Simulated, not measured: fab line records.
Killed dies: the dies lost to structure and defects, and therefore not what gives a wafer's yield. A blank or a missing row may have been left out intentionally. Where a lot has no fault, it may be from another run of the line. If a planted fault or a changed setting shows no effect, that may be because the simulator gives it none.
fab line records / flow sky130 / part 2 of 2: steps 26 to 34 of 34
record lots=5 wafers=15 last-day=49
route steps=708 shown LI_CONTACT@372 LOCAL_INTERCONNECT@387
lots untouched by any fault: they come from a run of this same line in which no faults occurred
start-h: start of the lot's first displayed wafer, in hours after the record's first day / wait-h: how many hours have passed since the lot's step before this one / " repeats the value in the row above / L1.1+2: a row that stands for several wafers / - no value, or no start given / * or withheld: withheld / < > ~ a bound
route shown NAME@n: names a module that has steps shown in the file, with the first one's number in the route / usual: mean and standard deviation over wafers with no fault / same: alike in all rows / chamber/n: place in a boat / sites: the reading at each site / _std_site: the standard deviation of these / _edge_site: inner sites' mean taken away from outer sites' mean / radius-mm: for every site, how far away it sits from the centre of the wafer / mask NAME#n: copy n / behind: the most recent tool/chamber to have shaped the wafer / hold: reason for holding the lot/hours on hold/outcome of the hold / device: the transistor (n, p or np) that didn't switch / end of line: at the end of the route, the tests of the same wafers / a step without rows: its recipe alone / killed: not the wafer's yield, but the dies lost to structure and defects at the first sort / map: per-die view of a wafer (x killed, . not killed, _ where there is no die)
set.NAME: the run value of the setting; set.NAME@STEP: its run value at that earlier step / model.NAME: the simulator's own value behind a step, which no gauge read
certain route steps with their lots: each step a table, each wafer a row
services: a tool's chamber out of use, with start hour (start-h, from the record's first day; less than 0 if before it), hours out, and reason
## steps
# step SKY_LOCAL_INTERCONNECT_DEVELOP_10
# recipe develop-time-s=60 resist=KrF-thick dev-temp-c=21
# usual resist-line-temp-C=23.03/0.11
lot.wafer=L074.1 tool=litho-track-02 chamber=0 start-h=- wait-h=- resist-line-temp-C=23.05
lot.wafer=L074.5 tool=litho-track-02 chamber=0 start-h=- wait-h=- resist-line-temp-C=23.11
lot.wafer=L074.6 tool=litho-track-02 chamber=0 start-h=- wait-h=- resist-line-temp-C=23.00
lot.wafer=L080.3 tool=litho-track-04 chamber=0 start-h=- wait-h=- resist-line-temp-C=23.14
lot.wafer=L080.4 tool=litho-track-04 chamber=0 start-h=- wait-h=- resist-line-temp-C=23.18
lot.wafer=L080.5 tool=litho-track-04 chamber=0 start-h=- wait-h=- resist-line-temp-C=23.12
lot.wafer=L081.3 tool=litho-track-04 chamber=0 start-h=- wait-h=- resist-line-temp-C=23.13
lot.wafer=L081.5 tool=litho-track-04 chamber=0 start-h=- wait-h=- resist-line-temp-C=23.08
lot.wafer=L081.6 tool=litho-track-04 chamber=0 start-h=- wait-h=- resist-line-temp-C=23.10
lot.wafer=L086.2 tool=litho-track-04 chamber=0 start-h=- wait-h=- resist-line-temp-C=23.04
lot.wafer=L086.3 tool=litho-track-04 chamber=0 start-h=- wait-h=- resist-line-temp-C=23.07
lot.wafer=L086.5 tool=litho-track-04 chamber=0 start-h=- wait-h=- resist-line-temp-C=23.08
lot.wafer=L091.1 tool=litho-track-04 chamber=0 start-h=- wait-h=- resist-line-temp-C=23.01
lot.wafer=L091.3 tool=litho-track-04 chamber=0 start-h=- wait-h=- resist-line-temp-C=22.91
lot.wafer=L091.5 tool=litho-track-04 chamber=0 start-h=- wait-h=- resist-line-temp-C=23.09
# step SKY_LOCAL_INTERCONNECT_CD_MEAS_11
# recipe target-cd-nm=170
# usual cd-nm=169.5/1.4
lot.wafer=L074.1 tool=cd-sem-02 chamber=- start-h=712.31 wait-h=- cd-nm=167.7
lot.wafer=L074.5 tool=cd-sem-02 chamber=- start-h=712.31 wait-h=- cd-nm=169.2
lot.wafer=L074.6 tool=cd-sem-02 chamber=- start-h=712.31 wait-h=- cd-nm=170.5
lot.wafer=L080.3 tool=cd-sem-01 chamber=- start-h=776.47 wait-h=- cd-nm=171.1
lot.wafer=L080.4 tool=cd-sem-01 chamber=- start-h=776.47 wait-h=- cd-nm=170.7
lot.wafer=L080.5 tool=cd-sem-01 chamber=- start-h=776.47 wait-h=- cd-nm=171.2
lot.wafer=L081.3 tool=cd-sem-02 chamber=- start-h=784.07 wait-h=- cd-nm=166.7
lot.wafer=L081.5 tool=cd-sem-02 chamber=- start-h=784.07 wait-h=- cd-nm=167.5
lot.wafer=L081.6 tool=cd-sem-02 chamber=- start-h=784.07 wait-h=- cd-nm=167.8
lot.wafer=L086.2 tool=cd-sem-01 chamber=- start-h=819.90 wait-h=- cd-nm=170.4
lot.wafer=L086.3 tool=cd-sem-01 chamber=- start-h=819.90 wait-h=- cd-nm=171.3
lot.wafer=L086.5 tool=cd-sem-01 chamber=- start-h=819.90 wait-h=- cd-nm=169.4
lot.wafer=L091.1 tool=cd-sem-01 chamber=- start-h=854.08 wait-h=- cd-nm=169.7
lot.wafer=L091.3 tool=cd-sem-01 chamber=- start-h=854.08 wait-h=- cd-nm=170.9
lot.wafer=L091.5 tool=cd-sem-01 chamber=- start-h=854.08 wait-h=- cd-nm=170.9
# step SKY_LOCAL_INTERCONNECT_OVL_MEAS_12
# usual LOCAL_INTERCONNECT_OVL=0/6.1
lot.wafer=L074.1 tool=overlay-01 chamber=- start-h=712.43 wait-h=0.1 LOCAL_INTERCONNECT_OVL[nm]=0
lot.wafer=L074.5 tool=overlay-01 chamber=- start-h=712.43 wait-h=0.1 LOCAL_INTERCONNECT_OVL[nm]=-8
lot.wafer=L074.6 tool=overlay-01 chamber=- start-h=712.43 wait-h=0.1 LOCAL_INTERCONNECT_OVL[nm]=-3
lot.wafer=L080.3 tool=overlay-01 chamber=- start-h=776.56 wait-h=0.1 LOCAL_INTERCONNECT_OVL[nm]=-1
lot.wafer=L080.4 tool=overlay-01 chamber=- start-h=776.56 wait-h=0.1 LOCAL_INTERCONNECT_OVL[nm]=6
lot.wafer=L080.5 tool=overlay-01 chamber=- start-h=776.56 wait-h=0.1 LOCAL_INTERCONNECT_OVL[nm]=0
lot.wafer=L081.3 tool=overlay-01 chamber=- start-h=784.16 wait-h=0.1 LOCAL_INTERCONNECT_OVL[nm]=-1
lot.wafer=L081.5 tool=overlay-01 chamber=- start-h=784.16 wait-h=0.1 LOCAL_INTERCONNECT_OVL[nm]=-5
lot.wafer=L081.6 tool=overlay-01 chamber=- start-h=784.16 wait-h=0.1 LOCAL_INTERCONNECT_OVL[nm]=2
lot.wafer=L086.2 tool=overlay-02 chamber=- start-h=820.01 wait-h=0.1 LOCAL_INTERCONNECT_OVL[nm]=4
lot.wafer=L086.3 tool=overlay-02 chamber=- start-h=820.01 wait-h=0.1 LOCAL_INTERCONNECT_OVL[nm]=2
lot.wafer=L086.5 tool=overlay-02 chamber=- start-h=820.01 wait-h=0.1 LOCAL_INTERCONNECT_OVL[nm]=-4
lot.wafer=L091.1 tool=overlay-01 chamber=- start-h=854.20 wait-h=0.1 LOCAL_INTERCONNECT_OVL[nm]=3
lot.wafer=L091.3 tool=overlay-01 chamber=- start-h=854.20 wait-h=0.1 LOCAL_INTERCONNECT_OVL[nm]=3
lot.wafer=L091.5 tool=overlay-01 chamber=- start-h=854.20 wait-h=0.1 LOCAL_INTERCONNECT_OVL[nm]=4
# step SKY_LOCAL_INTERCONNECT_ETCH_13
# recipe chemistry=N2/H2 target=BARC ion-energy-ev=200 bias-w=100 pressure-mtorr=30 n2-flow-sccm=100 h2-flow-sccm=200 icp-w=500 stop-on=SiO2 time-s=45.9 target-depth-a=600
# usual drypump-motor-current-A=5.8/0.71 oes-product-au=0.856/0.0045 throttle-valve-pct=13.225/0.0089
lot.wafer=L074.1 tool=rie-metal-02 chamber=1 start-h=712.47 wait-h=0.0 drypump-motor-current-A=6.5 oes-product-au=0.859 rf-hours-counter-h=2 throttle-valve-pct=13.210
lot.wafer=L074.5 tool=rie-metal-02 chamber=1 start-h=712.47 wait-h=0.0 drypump-motor-current-A=6.5 oes-product-au=0.866 rf-hours-counter-h=- throttle-valve-pct=13.235
lot.wafer=L074.6 tool=rie-metal-02 chamber=0 start-h=712.47 wait-h=0.0 drypump-motor-current-A=4.7 oes-product-au=0.860 rf-hours-counter-h=- throttle-valve-pct=13.244
lot.wafer=L080.3 tool=rie-metal-02 chamber=1 start-h=776.61 wait-h=0.0 drypump-motor-current-A=6.6 oes-product-au=0.860 rf-hours-counter-h=- throttle-valve-pct=13.225
lot.wafer=L080.4 tool=rie-metal-02 chamber=0 start-h=776.61 wait-h=0.0 drypump-motor-current-A=4.7 oes-product-au=0.860 rf-hours-counter-h=- throttle-valve-pct=13.222
lot.wafer=L080.5 tool=rie-metal-02 chamber=0 start-h=776.61 wait-h=0.0 drypump-motor-current-A=4.7 oes-product-au=0.856 rf-hours-counter-h=- throttle-valve-pct=13.224
lot.wafer=L081.3 tool=rie-metal-04 chamber=0 start-h=784.21 wait-h=0.0 drypump-motor-current-A=5.1 oes-product-au=0.856 rf-hours-counter-h=- throttle-valve-pct=13.218
lot.wafer=L081.5 tool=rie-metal-04 chamber=0 start-h=784.21 wait-h=0.0 drypump-motor-current-A=5.1 oes-product-au=0.856 rf-hours-counter-h=- throttle-valve-pct=13.221
lot.wafer=L081.6 tool=rie-metal-04 chamber=1 start-h=784.21 wait-h=0.0 drypump-motor-current-A=6.1 oes-product-au=0.851 rf-hours-counter-h=- throttle-valve-pct=13.224
lot.wafer=L086.2 tool=rie-metal-01 chamber=1 start-h=820.04 wait-h=0.0 drypump-motor-current-A=5.9 oes-product-au=0.852 rf-hours-counter-h=17 throttle-valve-pct=13.231
lot.wafer=L086.3 tool=rie-metal-01 chamber=1 start-h=820.04 wait-h=0.0 drypump-motor-current-A=5.8 oes-product-au=0.859 rf-hours-counter-h=- throttle-valve-pct=13.218
lot.wafer=L086.5 tool=rie-metal-01 chamber=1 start-h=820.04 wait-h=0.0 drypump-motor-current-A=5.8 oes-product-au=0.854 rf-hours-counter-h=- throttle-valve-pct=13.225
lot.wafer=L091.1 tool=rie-metal-01 chamber=1 start-h=854.24 wait-h=0.0 drypump-motor-current-A=5.8 oes-product-au=0.854 rf-hours-counter-h=18 throttle-valve-pct=13.233
lot.wafer=L091.3 tool=rie-metal-01 chamber=0 start-h=854.24 wait-h=0.0 drypump-motor-current-A=6.5 oes-product-au=0.857 rf-hours-counter-h=- throttle-valve-pct=13.222
lot.wafer=L091.5 tool=rie-metal-01 chamber=0 start-h=854.24 wait-h=0.0 drypump-motor-current-A=6.5 oes-product-au=0.855 rf-hours-counter-h=- throttle-valve-pct=13.242
# step SKY_LOCAL_INTERCONNECT_METAL_ETCH_14
# recipe target-depth-nm=110 stop-on=PSG chemistry=Cl2/BCl3 target=TiN resist-sidewall-deg=88 pressure-mtorr=10 icp-w=900 bias-w=48.5 Cl2_flow_sccm=60 bcl3-flow-sccm=30 time-s=31.4
# usual drypump-motor-current-A=5.7/0.71 oes-product-au=0.943/0.008 throttle-valve-pct=21.899/0.0095
lot.wafer=L074.1 tool=rie-metal-02 chamber=1 start-h=712.53 wait-h=0.0 drypump-motor-current-A=6.5 oes-product-au=0.928 rf-hours-counter-h=3 throttle-valve-pct=21.905
lot.wafer=L074.5 tool=rie-metal-02 chamber=1 start-h=712.53 wait-h=0.0 drypump-motor-current-A=6.5 oes-product-au=0.940 rf-hours-counter-h=- throttle-valve-pct=21.897
lot.wafer=L074.6 tool=rie-metal-02 chamber=0 start-h=712.53 wait-h=0.0 drypump-motor-current-A=4.7 oes-product-au=0.929 rf-hours-counter-h=- throttle-valve-pct=21.884
lot.wafer=L080.3 tool=rie-metal-02 chamber=1 start-h=776.67 wait-h=0.0 drypump-motor-current-A=6.5 oes-product-au=0.947 rf-hours-counter-h=- throttle-valve-pct=21.911
lot.wafer=L080.4 tool=rie-metal-02 chamber=0 start-h=776.67 wait-h=0.0 drypump-motor-current-A=4.7 oes-product-au=0.952 rf-hours-counter-h=- throttle-valve-pct=21.901
lot.wafer=L080.5 tool=rie-metal-02 chamber=0 start-h=776.67 wait-h=0.0 drypump-motor-current-A=4.7 oes-product-au=0.948 rf-hours-counter-h=- throttle-valve-pct=21.879
lot.wafer=L081.3 tool=rie-metal-04 chamber=0 start-h=784.27 wait-h=0.0 drypump-motor-current-A=5.1 oes-product-au=0.949 rf-hours-counter-h=- throttle-valve-pct=21.904
lot.wafer=L081.5 tool=rie-metal-04 chamber=0 start-h=784.27 wait-h=0.0 drypump-motor-current-A=5.1 oes-product-au=0.952 rf-hours-counter-h=- throttle-valve-pct=21.904
lot.wafer=L081.6 tool=rie-metal-04 chamber=1 start-h=784.27 wait-h=0.0 drypump-motor-current-A=6.1 oes-product-au=0.952 rf-hours-counter-h=- throttle-valve-pct=21.889
lot.wafer=L086.2 tool=rie-metal-01 chamber=1 start-h=820.10 wait-h=0.0 drypump-motor-current-A=5.8 oes-product-au=0.928 rf-hours-counter-h=17 throttle-valve-pct=21.899
lot.wafer=L086.3 tool=rie-metal-01 chamber=1 start-h=820.10 wait-h=0.0 drypump-motor-current-A=5.8 oes-product-au=0.942 rf-hours-counter-h=- throttle-valve-pct=21.901
lot.wafer=L086.5 tool=rie-metal-01 chamber=1 start-h=820.10 wait-h=0.0 drypump-motor-current-A=5.8 oes-product-au=0.937 rf-hours-counter-h=- throttle-valve-pct=21.885
lot.wafer=L091.1 tool=rie-metal-01 chamber=1 start-h=854.30 wait-h=0.0 drypump-motor-current-A=5.8 oes-product-au=0.928 rf-hours-counter-h=18 throttle-valve-pct=21.907
lot.wafer=L091.3 tool=rie-metal-01 chamber=0 start-h=854.30 wait-h=0.0 drypump-motor-current-A=6.4 oes-product-au=0.929 rf-hours-counter-h=- throttle-valve-pct=21.919
lot.wafer=L091.5 tool=rie-metal-01 chamber=0 start-h=854.30 wait-h=0.0 drypump-motor-current-A=6.4 oes-product-au=0.926 rf-hours-counter-h=- throttle-valve-pct=21.899
# step SKY_LOCAL_INTERCONNECT_STRIP_15
# recipe chemistry=O2/N2 power-w=1400 pressure-mtorr=1500 platen-temp-c=withheld o2-flow-sccm=3000 n2-flow-sccm=300 overash-fraction=0.5
# usual drypump-motor-current-A=5.6/0.46 oes-product-au=0.427/0.0052 strip-time-to-endpoint-s=4.724/0.019
lot.wafer=L074.1 tool=plasma-asher-04 chamber=0 start-h=712.58 wait-h=0.0 drypump-motor-current-A=5.0 oes-product-au=0.426 rf-hours-counter-h=89 strip-time-to-endpoint-s=4.717
lot.wafer=L074.5 tool=plasma-asher-04 chamber=0 start-h=712.58 wait-h=0.0 drypump-motor-current-A=5.0 oes-product-au=0.415 rf-hours-counter-h=- strip-time-to-endpoint-s=4.689
lot.wafer=L074.6 tool=plasma-asher-04 chamber=1 start-h=712.58 wait-h=0.0 drypump-motor-current-A=6.3 oes-product-au=0.424 rf-hours-counter-h=- strip-time-to-endpoint-s=4.731
lot.wafer=L080.3 tool=plasma-asher-03 chamber=1 start-h=776.74 wait-h=0.1 drypump-motor-current-A=5.8 oes-product-au=0.428 rf-hours-counter-h=- strip-time-to-endpoint-s=4.741
lot.wafer=L080.4 tool=plasma-asher-03 chamber=0 start-h=776.74 wait-h=0.1 drypump-motor-current-A=5.6 oes-product-au=0.426 rf-hours-counter-h=- strip-time-to-endpoint-s=4.745
lot.wafer=L080.5 tool=plasma-asher-03 chamber=0 start-h=776.74 wait-h=0.1 drypump-motor-current-A=5.5 oes-product-au=0.423 rf-hours-counter-h=- strip-time-to-endpoint-s=4.738
lot.wafer=L081.3 tool=plasma-asher-03 chamber=1 start-h=784.34 wait-h=0.1 drypump-motor-current-A=5.8 oes-product-au=0.427 rf-hours-counter-h=- strip-time-to-endpoint-s=4.756
lot.wafer=L081.5 tool=plasma-asher-03 chamber=1 start-h=784.34 wait-h=0.1 drypump-motor-current-A=5.8 oes-product-au=0.424 rf-hours-counter-h=- strip-time-to-endpoint-s=4.748
lot.wafer=L081.6 tool=plasma-asher-03 chamber=0 start-h=784.34 wait-h=0.1 drypump-motor-current-A=5.5 oes-product-au=0.426 rf-hours-counter-h=- strip-time-to-endpoint-s=4.741
lot.wafer=L086.2 tool=plasma-asher-04 chamber=1 start-h=820.15 wait-h=0.0 drypump-motor-current-A=6.4 oes-product-au=0.430 rf-hours-counter-h=99 strip-time-to-endpoint-s=4.728
lot.wafer=L086.3 tool=plasma-asher-04 chamber=0 start-h=820.15 wait-h=0.0 drypump-motor-current-A=5.0 oes-product-au=0.427 rf-hours-counter-h=- strip-time-to-endpoint-s=4.742
lot.wafer=L086.5 tool=plasma-asher-04 chamber=1 start-h=820.15 wait-h=0.0 drypump-motor-current-A=6.3 oes-product-au=0.422 rf-hours-counter-h=- strip-time-to-endpoint-s=4.717
lot.wafer=L091.1 tool=plasma-asher-04 chamber=0 start-h=854.35 wait-h=0.0 drypump-motor-current-A=5.0 oes-product-au=0.424 rf-hours-counter-h=103 strip-time-to-endpoint-s=4.730
lot.wafer=L091.3 tool=plasma-asher-04 chamber=1 start-h=854.35 wait-h=0.0 drypump-motor-current-A=6.3 oes-product-au=0.418 rf-hours-counter-h=- strip-time-to-endpoint-s=4.715
lot.wafer=L091.5 tool=plasma-asher-04 chamber=1 start-h=854.35 wait-h=0.0 drypump-motor-current-A=6.3 oes-product-au=0.423 rf-hours-counter-h=- strip-time-to-endpoint-s=4.735
# step SKY_LOCAL_INTERCONNECT_STRIP_16
# recipe chemistry=post-etch-residue-remover time-s=1200 temp-c=72.5
lot.wafer=L074.1+5+6 tool=wet-bench-03 chamber=3 start-h=712.68 wait-h=0.1
lot.wafer=L080.3+4+5 tool=wet-bench-02 chamber=2 start-h=776.80 wait-h=0.0
lot.wafer=L081.3+5+6 tool=wet-bench-03 chamber=0 start-h=784.40 wait-h=0.0
lot.wafer=L086.2+3+5 tool=wet-bench-02 chamber=2 start-h=820.25 wait-h=0.1
lot.wafer=L091.1+3+5 tool=wet-bench-03 chamber=1 start-h=854.45 wait-h=0.1
# step SKY_LOCAL_INTERCONNECT_CLEAN_17
# recipe chemistry=IPA time-s=180 temp-c=25
lot.wafer=L074.1+5+6 tool=wet-bench-01 chamber=3 start-h=713.06 wait-h=0.0
lot.wafer=L080.3+4+5 tool=wet-bench-03 chamber=2 start-h=777.18 wait-h=0.0
lot.wafer=L081.3+5+6 tool=wet-bench-02 chamber=0 start-h=784.78 wait-h=0.0
lot.wafer=L086.2+3+5 tool=wet-bench-01 chamber=3 start-h=820.63 wait-h=0.0
lot.wafer=L091.1+3+5 tool=wet-bench-02 chamber=3 start-h=854.80 wait-h=0.0
# step SKY_LOCAL_INTERCONNECT_CLEAN_18
# recipe chemistry=O3/DIW dry=n2-spin
lot.wafer=L074.1+5+6 tool=wet-bench-02 chamber=0 start-h=713.11 wait-h=0.0
lot.wafer=L080.3+4+5 tool=wet-bench-01 chamber=0 start-h=777.23 wait-h=0.0
lot.wafer=L081.3+5+6 tool=wet-bench-03 chamber=3 start-h=784.84 wait-h=0.0
lot.wafer=L086.2+3+5 tool=wet-bench-02 chamber=1 start-h=820.69 wait-h=0.0
lot.wafer=L091.1+3+5 tool=wet-bench-03 chamber=3 start-h=854.86 wait-h=0.0
## services
tool=plasma-asher-03 chamber=- start-h=662.96 hours=4.0 kind=repair
tool=plasma-asher-03 chamber=- start-h=674.01 hours=1.2 kind=repair
tool=cvd-w-01 chamber=0 start-h=679.13 hours=9.8 kind=repair
tool=krf-scanner-02 chamber=- start-h=693.42 hours=0.8 kind=pm
tool=rie-diel-01 chamber=0 start-h=694.37 hours=5.2 kind=repair
tool=wet-bench-01 chamber=- start-h=695.06 hours=2.8 kind=repair
tool=rie-diel-02 chamber=3 start-h=703.12 hours=2.2 kind=repair
tool=krf-scanner-02 chamber=- start-h=708.68 hours=3.0 kind=pm
tool=rie-diel-01 chamber=2 start-h=718.74 hours=3.6 kind=repair
tool=krf-scanner-02 chamber=- start-h=720.30 hours=11.6 kind=pm
tool=rie-diel-02 chamber=0 start-h=722.69 hours=4.5 kind=repair
tool=plasma-asher-03 chamber=- start-h=733.75 hours=9.0 kind=pm
tool=plasma-asher-03 chamber=- start-h=749.81 hours=1.8 kind=repair
tool=wet-bench-03 chamber=- start-h=753.46 hours=5.0 kind=repair
tool=rie-diel-02 chamber=3 start-h=767.00 hours=10.1 kind=repair
tool=pvd-sputter-03 chamber=- start-h=771.73 hours=4.0 kind=repair
tool=pvd-sputter-01 chamber=- start-h=779.61 hours=4.9 kind=repair
tool=rie-diel-01 chamber=1 start-h=796.63 hours=5.0 kind=repair
tool=pvd-sputter-03 chamber=- start-h=802.24 hours=6.7 kind=repair
tool=rie-metal-02 chamber=1 start-h=814.13 hours=3.0 kind=repair
tool=rie-diel-01 chamber=2 start-h=829.98 hours=14.9 kind=repair
tool=rie-diel-02 chamber=1 start-h=833.46 hours=2.8 kind=repair
tool=rie-diel-02 chamber=2 start-h=840.17 hours=6.1 kind=repair
tool=rie-diel-02 chamber=- start-h=849.94 hours=14.6 kind=pm
